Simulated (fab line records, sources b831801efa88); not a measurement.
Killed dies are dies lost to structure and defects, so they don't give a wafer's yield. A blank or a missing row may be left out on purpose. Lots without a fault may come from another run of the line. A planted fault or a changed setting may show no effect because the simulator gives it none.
fab line records | flow gf180mcu
record lots=5 wafers=15 last_day=34
route steps=602 shown POLY_GATE@175 HV_LDD@176
lots that met no fault: from a run of the same line without faults
start_h: hours from the record's first day to the start of the lot's first wafer shown | wait_h: hours since the lot's step before | " the same as in the row above | L1.1+2: a row that stands for several wafers | - no value, or no start given | * or withheld: withheld | < > ~ a bound
route shown NAME@n: a module of which the file shows steps, and the number in the route of the first | usual: mean/standard deviation of fault-free wafers | same: alike in all rows | chamber/n: place in a boat | sites: the reading at each site | _std_site: their standard deviation | _edge_site: outer sites' mean less inner sites' | radius_mm: how far each site lies from the wafer's centre | mask NAME#n: copy n | behind: the tool/chamber that last shaped the wafer | hold: why the lot was held/for how many hours/how that ended | device: the transistor (n, p or np) that didn't switch | end of line: the same wafers' tests at the end of the route | a step without rows: its recipe alone | killed: dies lost to structure and defects at the first sort, not the wafer's yield | map: a wafer's dies, x killed, . not, _ none there
set.NAME: the setting as run; set.NAME@STEP: as run at that earlier step | model.NAME: the simulator's own value behind a step, which no gauge read
lots at some steps of the route; a table a step, a row a wafer
services: from which hour (start_h, from the record's first day; less than 0 if before it) a tool's chamber was out of use, for how many hours, and why
## steps
# step GF_POLY_GATE_CD_MEAS_18
# usual cd_nm=279.6/1.9
# columns lot.wafer tool chamber start_h wait_h cd_nm
L080.1 cd_sem-02 - 242.66 0.1 281.1
L080.3 " - " " 278.9
L080.6 " - " " 281.8
L081.2 cd_sem-02 - 250.41 0.1 279.8
L081.4 " - " " 281.2
L081.5 " - " " 279.4
L084.2 cd_sem-02 - 271.17 0.1 276.0
L084.3 " - " " 280.8
L084.4 " - " " 279.4
L091.1 cd_sem-01 - 319.24 0.1 280.0
L091.3 " - " " 282.6
L091.4 " - " " 281.2
L095.1 cd_sem-02 - 348.40 0.1 282.9
L095.2 " - " " 284.4
L095.4 " - " " 278.9
# step GF_HV_LDD_DEHYDRATE_00
# recipe temp_c=200 time_s=60
# usual heater_power_total_W=160.36/0.14 plate_temp_C=200.02/0.15
# columns lot.wafer tool chamber start_h wait_h heater_power_total_W plate_temp_C
L080.1 litho_track-04 0 251.56 8.9 160.52 200.20
L080.3 " 0 " " 160.48 200.25
L080.6 " 0 " " 160.43 200.10
L081.2 litho_track-03 0 259.09 8.6 160.24 200.07
L081.4 " 0 " " 160.56 200.22
L081.5 " 0 " " 160.38 200.08
L084.2 litho_track-04 0 280.24 9.0 160.49 200.00
L084.3 " 0 " " 160.38 199.79
L084.4 " 0 " " 160.26 200.07
L091.1 litho_track-04 0 329.61 10.3 160.29 199.64
L091.3 " 0 " " 160.06 200.05
L091.4 " 0 " " 160.43 200.08
L095.1 litho_track-04 0 358.96 10.5 160.16 200.18
L095.2 " 0 " " 160.63 200.05
L095.4 " 0 " " 160.18 200.12
# step GF_HV_LDD_HMDS_01
# recipe prime_time_s=60 prime_temp_c=120
# columns lot.wafer tool chamber start_h wait_h
L080.1+3+6 litho_track-04 0 251.71 0.1
L081.2+4+5 litho_track-03 0 259.24 0.1
L084.2+3+4 litho_track-04 0 280.39 0.1
L091.1+3+4 litho_track-04 0 329.76 0.1
L095.1+2+4 litho_track-04 0 359.11 0.1
# step GF_HV_LDD_COAT_02
# recipe resist=NOVOLAK spin_rpm=3000 resist_thk_nm=1000
# columns lot.wafer tool chamber start_h wait_h
L080.1+3+6 litho_track-04 0 251.86 0.1
L081.2+4+5 litho_track-03 0 259.39 0.1
L084.2+3+4 litho_track-04 0 280.54 0.1
L091.1+3+4 litho_track-04 0 329.91 0.1
L095.1+2+4 litho_track-04 0 359.26 0.1
# step GF_HV_LDD_SOFTBAKE_03
# recipe temp_c=90 time_s=60 resist=NOVOLAK
# usual heater_power_total_W=56.59/0.042 plate_temp_C=90.00/0.12
# columns lot.wafer tool chamber start_h wait_h heater_power_total_W plate_temp_C
L080.1 litho_track-04 0 252.01 0.1 56.56 90.07
L080.3 " 0 " " 56.61 90.17
L080.6 " 0 " " 56.63 89.95
L081.2 litho_track-03 0 259.54 0.1 56.52 89.99
L081.4 " 0 " " 56.61 90.14
L081.5 " 0 " " 56.59 89.87
L084.2 litho_track-04 0 280.69 0.1 56.58 90.02
L084.3 " 0 " " 56.60 89.77
L084.4 " 0 " " 56.64 90.02
L091.1 litho_track-04 0 330.06 0.1 56.67 90.08
L091.3 " 0 " " 56.55 90.01
L091.4 " 0 " " 56.61 90.04
L095.1 litho_track-04 0 359.41 0.1 56.54 89.99
L095.2 " 0 " " 56.63 90.05
L095.4 " 0 " " 56.62 90.09
# step GF_HV_LDD_EXPOSE_04
# recipe mask_id=Nplus_LV_AREA target_cd_nm=400 na=0.6 source_shape=conventional sigma_outer=0.6 dose_mj=140
# columns lot.wafer tool chamber start_h wait_h mask
L080.1+3+6 iline_stepper-02 0 - - Nplus_LV_AREA#0
L081.2+4+5 iline_stepper-02 0 - - Nplus_LV_AREA#0
L084.2+3+4 iline_stepper-01 0 - - Nplus_LV_AREA#0
L091.1+3+4 iline_stepper-01 0 - - Nplus_LV_AREA#0
L095.1+2+4 iline_stepper-02 0 - - Nplus_LV_AREA#0
# step GF_HV_LDD_PEB_05
# recipe temp_c=withheld time_s=* resist=NOVOLAK
# columns lot.wafer tool chamber start_h wait_h
L080.1+3+6 litho_track-04 0 - -
L081.2+4+5 litho_track-04 0 - -
L084.2+3+4 litho_track-01 0 - -
L091.1+3+4 litho_track-03 0 - -
L095.1+2+4 litho_track-03 0 - -
# step GF_HV_LDD_DEVELOP_06
# recipe develop_time_s=60 dev_temp_c=22.45
# columns lot.wafer tool chamber start_h wait_h
L080.1+3+6 litho_track-04 0 261.06 0.1
L081.2+4+5 litho_track-04 0 268.94 0.1
L084.2+3+4 litho_track-01 0 290.86 0.1
L091.1+3+4 litho_track-03 0 340.76 0.1
L095.1+2+4 litho_track-03 0 370.31 0.1
# step GF_HV_LDD_CD_MEAS_07
# recipe target_cd_nm=400
# usual cd_nm=400.1/2.6
# columns lot.wafer tool chamber start_h wait_h cd_nm
L080.1 cd_sem-02 - 261.21 0.1 399.4
L080.3 " - " " 401.1
L080.6 " - " " 400.0
L081.2 cd_sem-01 - 269.08 0.1 396.4
L081.4 " - " " 398.3
L081.5 " - " " 397.3
L084.2 cd_sem-01 - 291.00 0.1 400.0
L084.3 " - " " 399.4
L084.4 " - " " 402.0
L091.1 cd_sem-01 - 340.91 0.1 399.3
L091.3 " - " " 400.4
L091.4 " - " " 400.3
L095.1 cd_sem-01 - 370.46 0.1 404.8
L095.2 " - " " 406.4
L095.4 " - " " 404.8
# step GF_HV_LDD_OVL_MEAS_08
# usual HV_LDD_OVL=-0.3/1.5
# columns lot.wafer tool chamber start_h wait_h HV_LDD_OVL[nm]
L080.1 overlay-01 - 261.33 0.1 -1.1
L080.3 " - " " -0.3
L080.6 " - " " -3.9
L081.2 overlay-01 - 269.19 0.1 -1.2
L081.4 " - " " 0.0
L081.5 " - " " -0.7
L084.2 overlay-02 - 291.11 0.1 1.1
L084.3 " - " " -0.4
L084.4 " - " " -0.4
L091.1 overlay-02 - 341.03 0.1 -0.7
L091.3 " - " " 1.1
L091.4 " - " " 0.6
L095.1 overlay-02 - 370.58 0.1 -2.7
L095.2 " - " " -2.0
L095.4 " - " " -0.3
# step GF_HV_LDD_IMPLANT_09
# recipe species=As energy_kev=40 dose_cm2=1e+14 tilt_deg=7
# usual end_station_pressure_torr=5.44e-06/2.9e-07
# columns lot.wafer tool chamber start_h wait_h end_station_pressure_torr
L080.1 implanter-01 0 261.37 0.0 5.48e-06
L080.3 " 0 " " 5.32e-06
L080.6 " 0 " " 5.95e-06
L081.2 implanter-04 0 269.25 0.0 5.05e-06
L081.4 " 0 " " 5.47e-06
L081.5 " 0 " " 5.31e-06
L084.2 implanter-01 0 291.16 0.0 5.39e-06
L084.3 " 0 " " 5.09e-06
L084.4 " 0 " " 6.02e-06
L091.1 implanter-02 0 341.07 0.0 5.37e-06
L091.3 " 0 " " 5.43e-06
L091.4 " 0 " " 5.64e-06
L095.1 implanter-01 0 370.62 0.0 5.51e-06
L095.2 " 0 " " 5.86e-06
L095.4 " 0 " " 5.23e-06
# step GF_HV_LDD_STRIP_10
# recipe chemistry=O2/N2 power_w=1400 pressure_mtorr=1500 platen_temp_c=250 o2_flow_sccm=3000 n2_flow_sccm=300 overash_fraction=0.5
# usual drypump_motor_current_A=5.65/0.26 heater_power_w=371/19 o2_flow_sccm=3001/9.3 oes_product_au=0.716/0.005 strip_time_to_endpoint_s=12.63/0.033
# columns lot.wafer tool chamber start_h wait_h drypump_motor_current_A heater_power_w o2_flow_sccm oes_product_au rf_hours_counter_h strip_time_to_endpoint_s
L080.1 plasma_asher-01 1 261.52 0.1 6.28 323 3013 0.724 50 12.62
L080.3 " 1 " " 6.28 311 3012 0.716 - 12.63
L080.6 " 1 " " 6.26 328 3007 0.719 - 12.62
L081.2 plasma_asher-02 0 269.37 0.1 5.76 399 3013 0.716 14 12.63
L081.4 " 0 " " 5.76 398 3001 0.715 - 12.64
L081.5 " 0 " " 5.78 395 3004 0.712 - 12.64
L084.2 plasma_asher-04 1 291.29 0.1 5.55 369 2997 0.712 67 12.65
L084.3 " 0 " " 5.46 372 2996 0.721 - 12.64
L084.4 " 1 " " 5.53 370 2991 0.717 - 12.66
L091.1 plasma_asher-04 1 341.22 0.1 5.53 365 3014 0.712 72 12.59
L091.3 " 0 " " 5.44 365 3012 0.715 - 12.63
L091.4 " 1 " " 5.55 375 2993 0.706 - 12.64
L095.1 plasma_asher-04 1 370.77 0.1 5.55 369 2999 0.719 76 12.63
L095.2 " 0 " " 5.49 363 3001 0.705 76 12.60
L095.4 " 0 " " 5.49 369 3015 0.725 - 12.60
# step GF_HV_LDD_TW_MEAS_11
# usual HV_LDD_TW=2402/24
# columns lot.wafer tool chamber start_h wait_h HV_LDD_TW
L080.1 film_metro-04 - 261.62 0.1 2390
L080.3 " - " " 2396
L080.6 " - " " 2394
L081.2 film_metro-03 - 269.48 0.1 2384
L081.4 " - " " 2393
L081.5 " - " " 2387
L084.2 film_metro-01 - 291.40 0.1 2435
L084.3 " - " " 2444
L084.4 " - " " 2444
L091.1 film_metro-03 - 341.32 0.1 2385
L091.3 " - " " 2371
L091.4 " - " " 2371
L095.1 film_metro-01 - 370.87 0.1 2428
L095.2 " - " " 2419
L095.4 " - " " 2414
# step GF_HV_LDD_DEHYDRATE_12
# recipe temp_c=200 time_s=60
# usual heater_power_total_W=160.36/0.13 plate_temp_C=199.98/0.16
# columns lot.wafer tool chamber start_h wait_h heater_power_total_W plate_temp_C
L080.1 litho_track-04 0 271.06 9.4 160.34 200.11
L080.3 " 0 " " 160.57 200.03
L080.6 " 0 " " 160.31 199.83
L081.2 litho_track-01 0 278.16 8.7 160.54 200.06
L081.4 " 0 " " 160.31 199.88
L081.5 " 0 " " 160.52 199.89
L084.2 litho_track-01 0 300.56 9.1 160.39 199.81
L084.3 " 0 " " 160.50 199.54
L084.4 " 0 " " 160.54 199.71
L091.1 litho_track-03 0 351.96 10.6 160.37 199.91
L091.3 " 0 " " 160.15 199.94
L091.4 " 0 " " 160.26 199.76
L095.1 litho_track-03 0 381.46 10.6 160.38 199.97
L095.2 " 0 " " 160.31 199.94
L095.4 " 0 " " 160.41 199.88
# step GF_HV_LDD_HMDS_13
# recipe prime_time_s=60 prime_temp_c=120
# columns lot.wafer tool chamber start_h wait_h
L080.1+3+6 litho_track-04 0 271.21 0.1
L081.2+4+5 litho_track-01 0 278.31 0.1
L084.2+3+4 litho_track-01 0 300.71 0.1
L091.1+3+4 litho_track-03 0 352.11 0.1
L095.1+2+4 litho_track-03 0 381.61 0.1
# step GF_HV_LDD_COAT_14
# recipe resist=NOVOLAK spin_rpm=3000 resist_thk_nm=1000
# columns lot.wafer tool chamber start_h wait_h
L080.1+3+6 litho_track-04 0 271.36 0.1
L081.2+4+5 litho_track-01 0 278.46 0.1
L084.2+3+4 litho_track-01 0 300.86 0.1
L091.1+3+4 litho_track-03 0 352.26 0.1
L095.1+2+4 litho_track-03 0 381.76 0.1
# step GF_HV_LDD_SOFTBAKE_15
# recipe temp_c=90 time_s=60 resist=NOVOLAK
# usual heater_power_total_W=56.60/0.043 plate_temp_C=89.98/0.13
# columns lot.wafer tool chamber start_h wait_h heater_power_total_W plate_temp_C
L080.1 litho_track-04 0 271.51 0.1 56.57 90.16
L080.3 " 0 " " 56.66 89.87
L080.6 " 0 " " 56.62 89.92
L081.2 litho_track-01 0 278.61 0.1 56.62 89.84
L081.4 " 0 " " 56.59 89.69
L081.5 " 0 " " 56.56 89.75
L084.2 litho_track-01 0 301.01 0.1 56.67 89.78
L084.3 " 0 " " 56.63 89.86
L084.4 " 0 " " 56.57 90.02
L091.1 litho_track-03 0 352.41 0.1 56.58 89.84
L091.3 " 0 " " 56.57 90.04
L091.4 " 0 " " 56.58 89.93
L095.1 litho_track-03 0 381.91 0.1 56.59 89.95
L095.2 " 0 " " 56.55 90.07
L095.4 " 0 " " 56.58 90.05
# step GF_HV_LDD_EXPOSE_16
# recipe mask_id=Pplus_LV_AREA target_cd_nm=400 na=0.6 source_shape=conventional sigma_outer=0.6 dose_mj=140
# columns lot.wafer tool chamber start_h wait_h mask
L080.1+3+6 iline_stepper-02 0 - - Pplus_LV_AREA#0
L081.2+4+5 iline_stepper-01 0 - - Pplus_LV_AREA#0
L084.2+3+4 iline_stepper-01 0 - - Pplus_LV_AREA#0
L091.1+3+4 iline_stepper-02 0 - - Pplus_LV_AREA#0
L095.1+2+4 iline_stepper-02 0 - - Pplus_LV_AREA#0
# step GF_HV_LDD_PEB_17
# recipe temp_c=withheld time_s=* resist=NOVOLAK
# columns lot.wafer tool chamber start_h wait_h
L080.1+3+6 litho_track-01 0 - -
L081.2+4+5 litho_track-03 0 - -
L084.2+3+4 litho_track-03 0 - -
L091.1+3+4 litho_track-01 0 - -
L095.1+2+4 litho_track-04 0 - -
# step GF_HV_LDD_DEVELOP_18
# recipe develop_time_s=60 dev_temp_c=23
# columns lot.wafer tool chamber start_h wait_h
L080.1+3+6 litho_track-01 0 280.98 0.1
L081.2+4+5 litho_track-03 0 289.04 0.1
L084.2+3+4 litho_track-03 0 311.89 0.1
L091.1+3+4 litho_track-01 0 363.63 0.1
L095.1+2+4 litho_track-04 0 392.66 0.1
# step GF_HV_LDD_CD_MEAS_19
# recipe target_cd_nm=400
# usual cd_nm=399.7/1.9
# columns lot.wafer tool chamber start_h wait_h cd_nm
L080.1 cd_sem-02 - 281.13 0.1 401.4
L080.3 " - " " 401.6
L080.6 " - " " 399.8
L081.2 cd_sem-01 - 289.19 0.1 401.4
L081.4 " - " " 398.6
L081.5 " - " " 400.5
L084.2 cd_sem-02 - 312.03 0.1 400.1
L084.3 " - " " 398.2
L084.4 " - " " 399.0
L091.1 cd_sem-02 - 363.78 0.1 400.0
L091.3 " - " " 400.3
L091.4 " - " " 399.3
L095.1 cd_sem-01 - 392.83 0.1 399.5
L095.2 " - " " 398.9
L095.4 " - " " 400.3
# step GF_HV_LDD_OVL_MEAS_20
# usual HV_LDD_01_OVL=-0.2/1.2
# columns lot.wafer tool chamber start_h wait_h HV_LDD_01_OVL[nm]
L080.1 overlay-02 - 281.25 0.1 -0.6
L080.3 " - " " -1.8
L080.6 " - " " 0.1
L081.2 overlay-02 - 289.29 0.1 -0.3
L081.4 " - " " -1.9
L081.5 " - " " 0.7
L084.2 overlay-01 - 312.14 0.1 2.2
L084.3 " - " " -0.3
L084.4 " - " " 0.5
L091.1 overlay-01 - 363.90 0.1 -0.7
L091.3 " - " " 0.4
L091.4 " - " " 0.9
L095.1 overlay-02 - 392.95 0.1 -1.4
L095.2 " - " " -0.7
L095.4 " - " " 0.3
# step GF_HV_LDD_IMPLANT_21
# recipe species=BF2 energy_kev=25 dose_cm2=5e+13 tilt_deg=7
# usual end_station_pressure_torr=5.22e-06/2.5e-07
# columns lot.wafer tool chamber start_h wait_h end_station_pressure_torr
L080.1 implanter-01 0 281.29 0.0 5.11e-06
L080.3 " 0 " " 5.4e-06
L080.6 " 0 " " 4.98e-06
L081.2 implanter-01 0 289.35 0.0 5.62e-06
L081.4 " 0 " " 5.04e-06
L081.5 " 0 " " 5.3e-06
L084.2 implanter-02 0 312.20 0.0 4.95e-06
L084.3 " 0 " " 5.35e-06
L084.4 " 0 " " 5.23e-06
L091.1 implanter-02 0 363.94 0.0 4.89e-06
L091.3 " 0 " " 5.26e-06
L091.4 " 0 " " 5.06e-06
L095.1 implanter-01 0 392.99 0.0 5.35e-06
L095.2 " 0 " " 5.69e-06
L095.4 " 0 " " 5.19e-06
# step GF_HV_LDD_STRIP_22
# recipe chemistry=O2/N2 power_w=1400 pressure_mtorr=1500 platen_temp_c=250 o2_flow_sccm=3000 n2_flow_sccm=300 overash_fraction=0.5
# usual drypump_motor_current_A=5.7/0.32 heater_power_w=368/24 o2_flow_sccm=2999/9 oes_product_au=0.717/0.0048 strip_time_to_endpoint_s=12.62/0.038
# columns lot.wafer tool chamber start_h wait_h drypump_motor_current_A heater_power_w o2_flow_sccm oes_product_au rf_hours_counter_h strip_time_to_endpoint_s
L080.1 plasma_asher-01 0 281.44 0.1 5.1 341 3006 0.712 52 12.56
L080.3 " 1 " " 6.3 322 2990 0.719 - 12.60
L080.6 " 1 " " 6.3 332 2988 0.717 - 12.60
L081.2 plasma_asher-02 0 289.47 0.1 5.8 385 2998 0.720 16 12.57
L081.4 " 0 " " 5.8 395 3017 0.717 - 12.63
L081.5 " 0 " " 5.8 392 3007 0.716 - 12.65
L084.2 plasma_asher-04 0 312.32 0.1 5.5 368 3003 0.715 69 12.62
L084.3 " 0 " " 5.4 368 3007 0.719 - 12.67
L084.4 " 1 " " 5.5 371 3001 0.719 - 12.70
L091.1 plasma_asher-01 1 364.09 0.1 6.3 327 3014 0.719 61 12.63
L091.3 " 0 " " 5.2 343 2993 0.715 - 12.68
L091.4 " 1 " " 6.3 321 3006 0.720 - 12.67
L095.1 plasma_asher-04 0 393.14 0.1 5.5 369 3005 0.728 79 12.68
L095.2 " 1 " " 5.5 371 3000 0.722 79 12.64
L095.4 " 0 " " 5.5 364 2994 0.720 - 12.67
# step GF_HV_LDD_TW_MEAS_23
# usual HV_LDD_2_TW=1055/11
# columns lot.wafer tool chamber start_h wait_h HV_LDD_2_TW
L080.1 film_metro-01 - 281.54 0.1 1063
L080.3 " - " " 1058
L080.6 " - " " 1059
L081.2 film_metro-01 - 289.58 0.1 1067
L081.4 " - " " 1069
L081.5 " - " " 1070
L084.2 film_metro-01 - 312.43 0.1 1067
L084.3 " - " " 1068
L084.4 " - " " 1065
L091.1 film_metro-03 - 364.19 0.1 1049
L091.3 " - " " 1046
L091.4 " - " " 1049
L095.1 film_metro-01 - 393.24 0.1 1064
L095.2 " - " " 1064
L095.4 " - " " 1067
# step GF_HV_LDD_DEHYDRATE_24
# recipe temp_c=200 time_s=60
# usual heater_power_total_W=160.36/0.12 plate_temp_C=200.00/0.14
# columns lot.wafer tool chamber start_h wait_h heater_power_total_W plate_temp_C
L080.1 litho_track-04 0 291.26 9.7 160.62 199.98
L080.3 " 0 " " 160.32 200.18
L080.6 " 0 " " 160.59 200.22
L081.2 litho_track-03 0 298.74 9.1 160.16 199.94
L081.4 " 0 " " 160.30 199.95
L081.5 " 0 " " 160.40 199.98
L084.2 litho_track-01 0 321.76 9.3 160.50 200.02
L084.3 " 0 " " 160.23 199.82
L084.4 " 0 " " 160.54 200.01
L091.1 litho_track-01 0 374.73 10.5 160.26 199.84
L091.3 " 0 " " 160.32 200.01
L091.4 " 0 " " 160.28 200.03
L095.1 litho_track-01 0 404.68 11.4 160.31 200.15
L095.2 " 0 " " 160.45 200.04
L095.4 " 0 " " 160.47 200.01
# step GF_HV_LDD_HMDS_25
# recipe prime_time_s=60 prime_temp_c=120
# columns lot.wafer tool chamber start_h wait_h
L080.1+3+6 litho_track-04 0 291.41 0.1
L081.2+4+5 litho_track-03 0 298.89 0.1
L084.2+3+4 litho_track-01 0 321.91 0.1
L091.1+3+4 litho_track-01 0 374.88 0.1
L095.1+2+4 litho_track-01 0 404.83 0.1
# step GF_HV_LDD_COAT_26
# recipe resist=NOVOLAK spin_rpm=3000 resist_thk_nm=1000
# columns lot.wafer tool chamber start_h wait_h
L080.1+3+6 litho_track-04 0 291.56 0.1
L081.2+4+5 litho_track-03 0 299.04 0.1
L084.2+3+4 litho_track-01 0 322.06 0.1
L091.1+3+4 litho_track-01 0 375.03 0.1
L095.1+2+4 litho_track-01 0 404.98 0.1
# step GF_HV_LDD_SOFTBAKE_27
# recipe temp_c=90 time_s=60 resist=NOVOLAK
# usual heater_power_total_W=56.59/0.046 plate_temp_C=89.97/0.12
# columns lot.wafer tool chamber start_h wait_h heater_power_total_W plate_temp_C
L080.1 litho_track-04 0 291.71 0.1 56.63 90.02
L080.3 " 0 " " 56.59 89.92
L080.6 " 0 " " 56.61 89.95
L081.2 litho_track-03 0 299.19 0.1 56.60 89.78
L081.4 " 0 " " 56.60 89.77
L081.5 " 0 " " 56.55 89.82
L084.2 litho_track-01 0 322.21 0.1 56.52 90.12
L084.3 " 0 " " 56.59 89.73
L084.4 " 0 " " 56.54 90.15
L091.1 litho_track-01 0 375.18 0.1 56.69 89.82
L091.3 " 0 " " 56.62 89.98
L091.4 " 0 " " 56.64 89.87
L095.1 litho_track-01 0 405.13 0.1 56.59 90.08
L095.2 " 0 " " 56.59 90.03
L095.4 " 0 " " 56.55 89.92
# step GF_HV_LDD_EXPOSE_28
# recipe mask_id=Nplus_HV_AREA target_cd_nm=400 na=0.6 source_shape=conventional sigma_outer=0.6 dose_mj=140
# columns lot.wafer tool chamber start_h wait_h mask
L080.1+3+6 iline_stepper-02 0 - - Nplus_HV_AREA#0
L081.2+4+5 iline_stepper-01 0 - - Nplus_HV_AREA#0
L084.2+3+4 iline_stepper-02 0 - - Nplus_HV_AREA#0
L091.1+3+4 iline_stepper-01 0 - - Nplus_HV_AREA#0
L095.1+2+4 iline_stepper-02 0 - - Nplus_HV_AREA#0
# step GF_HV_LDD_PEB_29
# recipe temp_c=withheld time_s=* resist=NOVOLAK
# columns lot.wafer tool chamber start_h wait_h
L080.1+3+6 litho_track-01 0 - -
L081.2+4+5 litho_track-01 0 - -
L084.2+3+4 litho_track-04 0 - -
L091.1+3+4 litho_track-04 0 - -
L095.1+2+4 litho_track-01 0 - -
# step GF_HV_LDD_DEVELOP_30
# recipe develop_time_s=60 dev_temp_c=23
# columns lot.wafer tool chamber start_h wait_h
L080.1+3+6 litho_track-01 0 301.28 0.1
L081.2+4+5 litho_track-01 0 310.01 0.1
L084.2+3+4 litho_track-04 0 332.69 0.1
L091.1+3+4 litho_track-04 0 385.96 0.1
L095.1+2+4 litho_track-01 0 417.03 0.1
# step GF_HV_LDD_CD_MEAS_31
# recipe target_cd_nm=400
# usual cd_nm=400.6/2.1
# columns lot.wafer tool chamber start_h wait_h cd_nm
L080.1 cd_sem-01 - 301.43 0.1 398.9
L080.3 " - " " 400.4
L080.6 " - " " 399.5
L081.2 cd_sem-02 - 310.15 0.1 401.1
L081.4 " - " " 401.7
L081.5 " - " " 400.0
L084.2 cd_sem-01 - 332.83 0.1 402.9
L084.3 " - " " 404.7
L084.4 " - " " 402.3
L091.1 cd_sem-01 - 386.11 0.1 400.3
L091.3 " - " " 400.3
L091.4 " - " " 401.9
L095.1 cd_sem-02 - 417.18 0.1 397.8
L095.2 " - " " 397.9
L095.4 " - " " 396.2
# step GF_HV_LDD_OVL_MEAS_32
# usual HV_LDD_02_OVL=-0.4/1.4
# columns lot.wafer tool chamber start_h wait_h HV_LDD_02_OVL[nm]
L080.1 overlay-01 - 301.55 0.1 0.5
L080.3 " - " " -2.3
L080.6 " - " " -1.0
L081.2 overlay-02 - 310.26 0.1 -2.7
L081.4 " - " " -2.1
L081.5 " - " " -1.0
L084.2 overlay-01 - 332.94 0.1 0.1
L084.3 " - " " -0.1
L084.4 " - " " 0.2
L091.1 overlay-02 - 386.23 0.1 1.5
L091.3 " - " " 1.6
L091.4 " - " " 0.3
L095.1 overlay-02 - 417.32 0.1 0.7
L095.2 " - " " 2.0
L095.4 " - " " 0.6
# step GF_HV_LDD_IMPLANT_33
# recipe species=P energy_kev=60 dose_cm2=7.5e+12 tilt_deg=30 rotation_deg=0
# usual end_station_pressure_torr=5e-06/3e-07
# columns lot.wafer tool chamber start_h wait_h end_station_pressure_torr
L080.1 implanter-04 0 301.59 0.0 5.35e-06
L080.3 " 0 " " 5.38e-06
L080.6 " 0 " " 5.1e-06
L081.2 implanter-04 0 310.31 0.0 4.94e-06
L081.4 " 0 " " 4.75e-06
L081.5 " 0 " " 5.11e-06
L084.2 implanter-01 0 332.99 0.0 5.16e-06
L084.3 " 0 " " 5.19e-06
L084.4 " 0 " " 5.55e-06
L091.1 implanter-02 0 386.27 0.0 4.8e-06
L091.3 " 0 " " 4.59e-06
L091.4 " 0 " " 5.14e-06
L095.1 implanter-02 0 417.35 0.0 5.22e-06
L095.2 " 0 " " 5.01e-06
L095.4 " 0 " " 5.18e-06
# step GF_HV_LDD_IMPLANT_34
# recipe species=P energy_kev=60 dose_cm2=7.5e+12 tilt_deg=30 rotation_deg=90
# usual end_station_pressure_torr=5.04e-06/2.5e-07
# columns lot.wafer tool chamber start_h wait_h end_station_pressure_torr
L080.1 implanter-04 0 301.74 0.1 5.32e-06
L080.3 " 0 " " 5.35e-06
L080.6 " 0 " " 5.26e-06
L081.2 implanter-04 0 310.46 0.1 4.66e-06
L081.4 " 0 " " 4.95e-06
L081.5 " 0 " " 5.35e-06
L084.2 implanter-01 0 333.14 0.1 5.52e-06
L084.3 " 0 " " 5.33e-06
L084.4 " 0 " " 4.85e-06
L091.1 implanter-02 0 386.42 0.1 4.99e-06
L091.3 " 0 " " 5.3e-06
L091.4 " 0 " " 4.87e-06
L095.1 implanter-02 0 417.50 0.1 4.7e-06
L095.2 " 0 " " 5.24e-06
L095.4 " 0 " " 5.37e-06
# step GF_HV_LDD_IMPLANT_35
# recipe species=P energy_kev=60 dose_cm2=7.5e+12 tilt_deg=30 rotation_deg=180
# usual end_station_pressure_torr=5e-06/2.5e-07
# columns lot.wafer tool chamber start_h wait_h end_station_pressure_torr
L080.1 implanter-04 0 301.89 0.1 4.32e-06
L080.3 " 0 " " 5.34e-06
L080.6 " 0 " " 4.96e-06
L081.2 implanter-04 0 310.61 0.1 5.3e-06
L081.4 " 0 " " 4.89e-06
L081.5 " 0 " " 4.79e-06
L084.2 implanter-01 0 333.29 0.1 5.04e-06
L084.3 " 0 " " 5.54e-06
L084.4 " 0 " " 4.92e-06
L091.1 implanter-02 0 386.57 0.1 4.53e-06
L091.3 " 0 " " 5.35e-06
L091.4 " 0 " " 5.02e-06
L095.1 implanter-02 0 417.65 0.1 4.79e-06
L095.2 " 0 " " 4.73e-06
L095.4 " 0 " " 5.29e-06
# step GF_HV_LDD_IMPLANT_36
# recipe species=P energy_kev=60 dose_cm2=7.5e+12 tilt_deg=30 rotation_deg=270
# usual end_station_pressure_torr=5.02e-06/2.7e-07
# columns lot.wafer tool chamber start_h wait_h end_station_pressure_torr
L080.1 implanter-04 0 302.04 0.1 4.66e-06
L080.3 " 0 " " 5.13e-06
L080.6 " 0 " " 4.84e-06
L081.2 implanter-04 0 310.76 0.1 4.99e-06
L081.4 " 0 " " 5.56e-06
L081.5 " 0 " " 5.03e-06
L084.2 implanter-01 0 333.44 0.1 5.25e-06
L084.3 " 0 " " 4.91e-06
L084.4 " 0 " " 5.41e-06
L091.1 implanter-02 0 386.72 0.1 5.4e-06
L091.3 " 0 " " 5.63e-06
L091.4 " 0 " " 5.49e-06
L095.1 implanter-02 0 417.80 0.1 4.86e-06
L095.2 " 0 " " 5.03e-06
L095.4 " 0 " " 5.03e-06
# step GF_HV_LDD_STRIP_37
# recipe chemistry=O2/N2 power_w=1400 pressure_mtorr=1500 platen_temp_c=250 o2_flow_sccm=3000 n2_flow_sccm=300 overash_fraction=0.5
# usual drypump_motor_current_A=5.66/0.29 heater_power_w=370/21 o2_flow_sccm=3001/8.9 oes_product_au=0.716/0.0047 strip_time_to_endpoint_s=12.63/0.043
# columns lot.wafer tool chamber start_h wait_h drypump_motor_current_A heater_power_w o2_flow_sccm oes_product_au rf_hours_counter_h strip_time_to_endpoint_s
L080.1 plasma_asher-04 1 302.19 0.1 5.51 371 3010 0.721 68 12.58
L080.3 " 0 " " 5.47 361 3004 0.725 - 12.56
L080.6 " 1 " " 5.52 379 3009 0.716 - 12.58
L081.2 plasma_asher-02 1 310.89 0.1 5.92 381 2995 0.719 18 12.57
L081.4 " 1 " " 5.97 384 3012 0.716 - 12.60
L081.5 " 0 " " 5.77 396 2996 0.715 - 12.58
L084.2 plasma_asher-04 1 333.57 0.1 5.54 373 3000 0.714 71 12.70
L084.3 " 1 " " 5.56 374 2982 0.716 - 12.69
L084.4 " 0 " " 5.43 362 2999 0.715 - 12.66
L091.1 plasma_asher-04 0 386.87 0.1 5.46 366 2997 0.708 78 12.63
L091.3 " 0 " " 5.49 377 2995 0.719 - 12.62
L091.4 " 1 " " 5.54 372 3014 0.725 - 12.66
L095.1 plasma_asher-01 1 417.95 0.1 6.29 326 3003 0.717 68 12.64
L095.2 " 0 " " 5.14 338 3003 0.716 68 12.61
L095.4 " 1 " " 6.27 326 3022 0.718 - 12.64
## services
# columns tool chamber start_h hours kind
litho_track-04 - 237.58 - consumable_replace:filter
plasma_asher-04 - 244.00 2.8 pm
implanter-02 - 247.89 17.1 repair
iline_stepper-01 - 275.79 1.2 repair
iline_stepper-02 - 276.95 4.4 pm
iline_stepper-02 - 281.40 1.7 pm
iline_stepper-01 - 283.07 1.7 pm
plasma_asher-04 - 289.55 0.5 repair
iline_stepper-02 - 308.45 2.1 pm
iline_stepper-02 - 310.54 - consumable_replace:lamp
implanter-04 - 317.15 5.3 repair
iline_stepper-02 0 320.11 - calibration
plasma_asher-04 - 329.05 0.7 repair
implanter-04 - 332.74 96.9 pm
implanter-01 - 339.29 1.3 repair
plasma_asher-02 - 369.13 19.6 repair
plasma_asher-02 - 389.23 13.7 repair
## key
fault none
